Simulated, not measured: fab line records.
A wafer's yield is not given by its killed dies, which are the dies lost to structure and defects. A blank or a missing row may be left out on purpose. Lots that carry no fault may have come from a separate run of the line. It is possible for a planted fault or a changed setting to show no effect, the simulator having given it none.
The same fault as seen by 2 desks / flow sky130 / each desk has only its own numbers; what lay behind them comes last

AT THE TOOL OWNER'S DESK: pvd sputter-01
The tool's own readings at SKY_CONTACT_SPUTTER_23 (material TiN, target thk 20 nm, time 80 s): means of the sampled wafers that have a number, for each lot that ran on this tool. If a lot's mean is further than 4 standard deviations from the usual mean, the lot is out of limits and carries the mark OUT (the distance appears in the brackets).
Columns: A = throttle valve pct at SKY_CONTACT_SPUTTER_23, usual 29.8 %
lot=L778; first seen here=day 32 00:58; A=31.1
lot=L780; first seen here=day 33 03:41; A=29.7
lot=L785; first seen here=day 34 13:08; A=29.9
lot=L787; first seen here=day 35 02:53; A=30.0
lot=L788; first seen here=day 35 14:29; A=29.9
lot=L790; first seen here=day 36 02:31; A=30.5
lot=L792; first seen here=day 36 13:50; A=29.8
lot=L794; first seen here=day 37 09:14; A=30.3
This desk found nothing out of limits on any of the 8 lots.

AT THE METROLOGY DESK
Lot by lot, what the gauges showed, no matter which tool ran the lot: averages of those sampled wafers that carry a number. If a lot's mean is further than 4 standard deviations from the usual mean, the lot is out of limits and carries the mark OUT (the distance appears in the brackets).
Columns: A = PASSIVATION_CVD_02_THK at SKY_PASSIVATION_THK_MEAS_03, usual 543 nm; B = PAD_OPEN_BOW at SKY_PAD_OPEN_BOW_MEAS_13, usual 47 um
lot=L776; first seen here=day 43 14:38; A=543; B=55
lot=L778; first seen here=day 44 04:13; A=548; B=50
lot=L780; first seen here=day 45 04:36; A=543; B=37
lot=L782; first seen here=day 45 09:07; A=545; B=47
lot=L781; first seen here=day 45 11:20; A=544; B=48
lot=L783; first seen here=day 45 16:29; A=549; B=38
lot=L784; first seen here=day 45 19:59; A=538; B=52
lot=L785; first seen here=day 46 06:02; A=550; B=48
lot=L787; first seen here=day 46 16:15; A=539; B=51
lot=L788; first seen here=day 47 02:35; A=531; B=40
lot=L790; first seen here=day 47 08:20; A=549; B=42
lot=L792; first seen here=day 47 17:56; A=536; B=41
lot=L794; first seen here=day 48 10:34; A=543; B=48
lot=L796; first seen here=day 49 08:08; A=542; B=54
This desk found nothing out of limits on any of the 14 lots.

PUT TOGETHER
Nothing out of limits was seen by the tool owner's desk.
Nothing out of limits was seen by the metrology desk.

WHAT THE SIMULATOR PUT IN
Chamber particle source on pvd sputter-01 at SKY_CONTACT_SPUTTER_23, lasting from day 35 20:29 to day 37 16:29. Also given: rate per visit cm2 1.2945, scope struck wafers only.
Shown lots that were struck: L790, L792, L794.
